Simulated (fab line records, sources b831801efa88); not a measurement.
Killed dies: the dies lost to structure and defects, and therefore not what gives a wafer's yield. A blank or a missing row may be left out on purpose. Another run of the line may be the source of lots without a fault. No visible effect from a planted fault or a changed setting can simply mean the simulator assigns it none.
fab line records	flow sky130
[record] lots = 10	wafers = 30	last_day = 50
route steps=708 shown LOCAL_INTERCONNECT@389 CONTACT@422 CAPM@539
lots untouched by any fault: they come from a run of this same line in which no faults occurred
start_h: the number of hours between the record's first day and the start of the first shown wafer of the lot	wait_h: how many hours have passed since the lot's step before this one	" same as the row above	L1.1+2: several wafers, shown together as one row	- no value, or no start was given	* or withheld: withheld	< > ~ a bound
route shown NAME@n: names a module that has steps shown in the file, with the first one's number in the route	usual: mean/standard deviation of fault-free wafers	same: alike in all rows	chamber/n: place in a boat	sites: readings site by site	_std_site: the values' standard deviation	_edge_site: mean of outer sites minus mean of inner sites	radius_mm: for every site, how far away it sits from the centre of the wafer	mask NAME#n: copy n	behind: tool/chamber where the wafer was last shaped	hold: why the lot went on hold/how many hours it stayed there/how the hold came to an end	device: which transistor (n, p or np) failed to switch	end of line: tests of these same wafers at the route's end	a step given without rows: its recipe and nothing more	killed: dies that structure and defects cost at the first sort, which is not the same as the wafer's yield	map: dies across one wafer; x = killed, . = not, _ = none there
set.NAME: setting as actually run; set.NAME@STEP: the setting as run at that earlier step	model.NAME: the simulator's own value behind a step, which no gauge read
steps of the route over a sample of lots; a table a step, a row a wafer
services: from which hour (start_h, from the record's first day; less than 0 if before it) a tool's chamber was out of use, for how many hours, and why
[[steps]]
[step SKY_LOCAL_INTERCONNECT_THK_MEAS_02]
[recipe] thk_meas_gauge = xrf	reads = TiN_of_LOCAL_INTERCONNECT_SPUTTER_00
[usual] LOCAL_INTERCONNECT_TIN_THK = 101.7/1.1
lot.wafer	tool	chamber	start_h	wait_h	LOCAL_INTERCONNECT_TIN_THK[nm]
L380.3	film_metro-01	-	695.37	0.1	101.8
L380.4	"	-	"	"	101.6
L380.6	"	-	"	"	101.4
L381.3	film_metro-01	-	698.46	0.1	103.1
L381.4	"	-	"	"	102.4
L381.6	"	-	"	"	102.1
L383.1	film_metro-02	-	703.14	0.1	103.1
L383.2	"	-	"	"	102.0
L383.3	"	-	"	"	103.5
L387.1	film_metro-02	-	750.11	0.1	102.4
L387.2	"	-	"	"	102.0
L387.3	"	-	"	"	102.9
L394.2	film_metro-02	-	796.11	0.1	99.4
L394.3	"	-	"	"	99.9
L394.4	"	-	"	"	99.1
L396.1	film_metro-01	-	803.61	0.1	103.0
L396.5	"	-	"	"	102.9
L396.6	"	-	"	"	103.9
L395.1	film_metro-01	-	809.61	0.1	102.7
L395.3	"	-	"	"	101.8
L395.6	"	-	"	"	101.7
L397.2	film_metro-02	-	816.98	0.1	101.6
L397.3	"	-	"	"	102.0
L397.6	"	-	"	"	101.8
L400.2	film_metro-03	-	835.45	0.1	102.8
L400.4	"	-	"	"	103.5
L400.6	"	-	"	"	100.9
L401.2	film_metro-02	-	842.85	0.1	102.3
L401.4	"	-	"	"	102.6
L401.5	"	-	"	"	102.6
[step SKY_CONTACT_ETCH_16]
[recipe] chemistry = N2/H2	target = BARC	ion_energy_ev = 200	source_w = 500	bias_w = 100	pressure_mtorr = 30	n2_flow_sccm = 100	h2_flow_sccm = 200	stop_on = SiO2	time_s = 45.9	target_depth_a = 600
[usual] drypump_motor_current_A = 5.8/0.35	oes_product_au = 0.854/0.0041	throttle_valve_pct = 13.224/0.0096
lot.wafer	tool	chamber	start_h	wait_h	drypump_motor_current_A	oes_product_au	rf_hours_counter_h	throttle_valve_pct
L380.3	rie_diel-02	3	752.99	0.0	6.1	0.855	17	13.222
L380.4	"	2	"	"	5.4	0.856	16	13.230
L380.6	"	2	"	"	5.4	0.855	-	13.214
L381.3	rie_diel-02	2	756.24	0.0	5.4	0.850	16	13.228
L381.4	"	0	"	"	5.9	0.849	5	13.217
L381.6	"	3	"	"	6.1	0.860	-	13.209
L383.1	rie_diel-03	2	760.29	0.0	6.2	0.842	16	13.236
L383.2	"	3	"	"	5.7	0.853	13	13.220
L383.3	"	0	"	"	6.4	0.858	14	13.204
L387.1	rie_diel-03	0	805.24	0.0	6.4	0.866	15	13.235
L387.2	"	1	"	"	5.2	0.852	11	13.223
L387.3	"	3	"	"	5.7	0.857	15	13.215
L394.2	rie_diel-03	0	849.19	0.0	6.4	0.852	17	13.239
L394.3	"	1	"	"	5.3	0.849	12	13.248
L394.4	"	3	"	"	5.7	0.861	16	13.217
L396.1	rie_diel-01	0	857.59	0.0	6.0	0.858	7	13.229
L396.5	"	0	"	"	6.0	0.847	-	13.220
L396.6	"	3	"	"	5.9	0.855	-	13.216
L395.1	rie_diel-01	1	862.77	0.0	5.4	0.855	8	13.232
L395.3	"	0	"	"	6.0	0.856	7	13.200
L395.6	"	1	"	"	5.5	0.854	-	13.218
L397.2	rie_diel-03	2	869.51	0.0	6.2	0.848	20	13.221
L397.3	"	0	"	"	6.4	0.855	18	13.214
L397.6	"	0	"	"	6.4	0.850	-	13.222
L400.2	rie_diel-02	1	888.02	0.0	5.9	0.860	4	13.232
L400.4	"	1	"	"	5.9	0.845	-	13.216
L400.6	"	3	"	"	6.1	0.853	-	13.232
L401.2	rie_diel-03	0	894.42	0.0	6.4	0.854	19	13.238
L401.4	"	1	"	"	5.2	0.860	14	13.222
L401.5	"	3	"	"	5.8	0.853	-	13.226
[step SKY_CONTACT_ETCH_17]
[recipe] target = SiO2	chemistry = C4F8/O2/Ar	stop_on = Si3N4	mask_material = KrF-thick	source_w = 1500	bias_w = 1200	pressure_mtorr = 40	c4f8_flow_sccm = withheld	O2_flow_sccm = 6	Ar_flow_sccm = 300	time_s = withheld	target_depth_a = 3400
[usual] oes_product_au = 0.891/0.005
lot.wafer	tool	chamber	start_h	wait_h	oes_product_au
L380.3	rie_diel-02	3	753.04	0.0	0.890
L380.4	"	2	"	"	0.891
L380.6	"	2	"	"	0.885
L381.3	rie_diel-02	2	756.29	0.0	0.887
L381.4	"	0	"	"	0.879
L381.6	"	3	"	"	0.883
L383.1	rie_diel-03	2	760.33	0.0	0.905
L383.2	"	3	"	"	0.896
L383.3	"	0	"	"	0.893
L387.1	rie_diel-03	0	805.29	0.0	0.892
L387.2	"	1	"	"	0.895
L387.3	"	3	"	"	0.893
L394.2	rie_diel-03	0	849.23	0.0	0.889
L394.3	"	1	"	"	0.895
L394.4	"	3	"	"	0.887
L396.1	rie_diel-01	0	857.63	0.0	0.897
L396.5	"	0	"	"	0.895
L396.6	"	3	"	"	0.887
L395.1	rie_diel-01	1	862.81	0.0	0.896
L395.3	"	0	"	"	0.894
L395.6	"	1	"	"	0.885
L397.2	rie_diel-03	2	869.56	0.0	0.900
L397.3	"	0	"	"	0.892
L397.6	"	0	"	"	0.882
L400.2	rie_diel-02	1	888.06	0.0	0.890
L400.4	"	1	"	"	0.896
L400.6	"	3	"	"	0.887
L401.2	rie_diel-03	0	894.47	0.0	0.894
L401.4	"	1	"	"	0.886
L401.5	"	3	"	"	0.891
[step SKY_CAPM_SPUTTER_02]
[recipe] material = TiN	target_thk_nm = 200	temp_c = 300	power_w = 6500	time_s = 166.7	chamber_pressure_pa = 0.4
[usual] throttle_valve_pct = 29.9/1.4
lot.wafer	tool	chamber	start_h	wait_h	throttle_valve_pct
L380.3	pvd_sputter-02	-	865.58	0.0	31.5
L380.4	"	-	"	"	28.0
L380.6	"	-	"	"	31.6
L381.3	pvd_sputter-04	-	868.66	0.0	26.8
L381.4	"	-	"	"	30.5
L381.6	"	-	"	"	30.4
L383.1	pvd_sputter-04	-	872.99	0.1	30.5
L383.2	"	-	"	"	32.0
L383.3	"	-	"	"	30.3
L387.1	pvd_sputter-02	-	914.64	0.1	27.8
L387.2	"	-	"	"	31.6
L387.3	"	-	"	"	30.2
L394.2	pvd_sputter-04	-	956.53	0.0	30.4
L394.3	"	-	"	"	30.3
L394.4	"	-	"	"	27.0
L396.1	pvd_sputter-04	-	964.55	0.1	27.0
L396.5	"	-	"	"	30.3
L396.6	"	-	"	"	30.6
L395.1	pvd_sputter-04	-	969.41	0.1	27.0
L395.3	"	-	"	"	30.6
L395.6	"	-	"	"	32.1
L397.2	pvd_sputter-01	-	974.97	0.0	30.9
L397.3	"	-	"	"	30.8
L397.6	"	-	"	"	28.5
L400.2	pvd_sputter-01	-	992.76	0.0	30.9
L400.4	"	-	"	"	29.3
L400.6	"	-	"	"	30.9
L401.2	pvd_sputter-01	-	998.67	0.0	30.8
L401.4	"	-	"	"	29.3
L401.5	"	-	"	"	29.0
[step SKY_CAPM_RS_MEAS_03]
[recipe] thk_meas_gauge = four-point-probe	reads = TiN_of_CAPM_SPUTTER_02
[usual] CAPM_TIN_RS = 6.92/0.084
lot.wafer	tool	chamber	start_h	wait_h	CAPM_TIN_RS[ohm/sq]
L380.3	film_metro-03	-	865.73	0.1	6.83
L380.4	"	-	"	"	6.92
L380.6	"	-	"	"	6.85
L381.3	film_metro-04	-	868.81	0.1	6.96
L381.4	"	-	"	"	7.05
L381.6	"	-	"	"	6.99
L383.1	film_metro-02	-	873.10	0.1	7.02
L383.2	"	-	"	"	6.87
L383.3	"	-	"	"	6.95
L387.1	film_metro-03	-	914.75	0.1	6.86
L387.2	"	-	"	"	6.76
L387.3	"	-	"	"	6.65
L394.2	film_metro-02	-	956.66	0.1	6.96
L394.3	"	-	"	"	6.99
L394.4	"	-	"	"	6.93
L396.1	film_metro-04	-	964.66	0.1	6.89
L396.5	"	-	"	"	6.85
L396.6	"	-	"	"	6.97
L395.1	film_metro-02	-	969.52	0.1	6.97
L395.3	"	-	"	"	7.07
L395.6	"	-	"	"	6.98
L397.2	film_metro-02	-	975.10	0.1	6.79
L397.3	"	-	"	"	6.89
L397.6	"	-	"	"	6.93
L400.2	film_metro-04	-	992.89	0.1	6.95
L400.4	"	-	"	"	6.83
L400.6	"	-	"	"	6.93
L401.2	film_metro-04	-	998.80	0.1	6.87
L401.4	"	-	"	"	6.78
L401.5	"	-	"	"	6.79
[step SKY_CAPM_THK_MEAS_04]
[recipe] thk_meas_gauge = xrf	reads = TiN_of_CAPM_SPUTTER_02
[usual] CAPM_TIN_THK = 202.7/2.7
lot.wafer	tool	chamber	start_h	wait_h	CAPM_TIN_THK[nm]
L380.3	film_metro-03	-	865.83	0.1	205.4
L380.4	"	-	"	"	202.9
L380.6	"	-	"	"	205.1
L381.3	film_metro-04	-	868.91	0.1	200.0
L381.4	"	-	"	"	197.0
L381.6	"	-	"	"	199.2
L383.1	film_metro-02	-	873.22	0.1	198.4
L383.2	"	-	"	"	204.1
L383.3	"	-	"	"	201.4
L387.1	film_metro-03	-	914.87	0.1	205.2
L387.2	"	-	"	"	208.6
L387.3	"	-	"	"	212.3
L394.2	film_metro-02	-	956.77	0.1	201.7
L394.3	"	-	"	"	201.7
L394.4	"	-	"	"	202.3
L396.1	film_metro-04	-	964.78	0.1	201.8
L396.5	"	-	"	"	201.8
L396.6	"	-	"	"	199.0
L395.1	film_metro-02	-	969.64	0.1	201.9
L395.3	"	-	"	"	198.5
L395.6	"	-	"	"	202.0
L397.2	film_metro-02	-	975.21	0.1	207.5
L397.3	"	-	"	"	203.9
L397.6	"	-	"	"	202.5
L400.2	film_metro-04	-	993.00	0.1	200.9
L400.4	"	-	"	"	204.3
L400.6	"	-	"	"	201.1
L401.2	film_metro-04	-	998.91	0.1	202.4
L401.4	"	-	"	"	207.1
L401.5	"	-	"	"	206.6
[[services]]
tool	chamber	start_h	hours	kind
rie_diel-02	1	763.16	-	clean
rie_diel-02	1	763.16	30.0	scheduled_down
rie_diel-02	1	763.16	30.0	vent_cycle
rie_diel-01	2	782.08	-	clean
rie_diel-01	2	782.08	15.9	scheduled_down
rie_diel-01	2	782.08	15.9	vent_cycle
rie_diel-02	0	792.55	128.1	repair
rie_diel-01	-	827.18	2.8	pm
rie_diel-03	1	858.35	1.2	repair
rie_diel-03	3	868.54	2.5	repair
rie_diel-02	2	875.45	4.0	repair
pvd_sputter-04	-	914.77	0.9	repair
pvd_sputter-04	-	925.15	19.3	repair
rie_diel-01	3	930.88	8.6	repair
rie_diel-02	-	939.32	2.8	pm
rie_diel-02	3	958.98	3.9	repair
pvd_sputter-02	-	975.61	3.6	repair
rie_diel-03	-	978.66	2.8	pm
rie_diel-01	-	979.55	1.7	repair
rie_diel-02	1	987.06	4.1	repair
pvd_sputter-01	-	989.16	0.9	repair
rie_diel-02	1	992.92	3.9	repair
[[key]]
[first_sign] step = SKY_CAPM_RS_MEAS_03	reading = CAPM_TIN_RS	direction = down	sigmas = 3.2	usual = 6.92	struck = 6.65
[effect] step = SKY_CAPM_THK_MEAS_04	reading = CAPM_TIN_THK	direction = up	sigmas = 3.5	usual = 202.7	struck = 212.3
met_at SKY_CAPM_SPUTTER_02
struck_lots L387
struck_wafers L387.3
not_acting_at SKY_LOCAL_INTERCONNECT_THK_MEAS_02,SKY_CONTACT_ETCH_16,SKY_CONTACT_ETCH_17
onset_between 865.58 914.64
[fault] kind = process_parameter_drift	tool = pvd_sputter-02	chamber = -	onset_h = 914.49	steps = SKY_CAPM_SPUTTER_02	channel = target_thk_nm	offset = 5.6114	shape = step	end_h = 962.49	scope = struck_wafers_only	acts_in = these_recipes_only	stated = 200
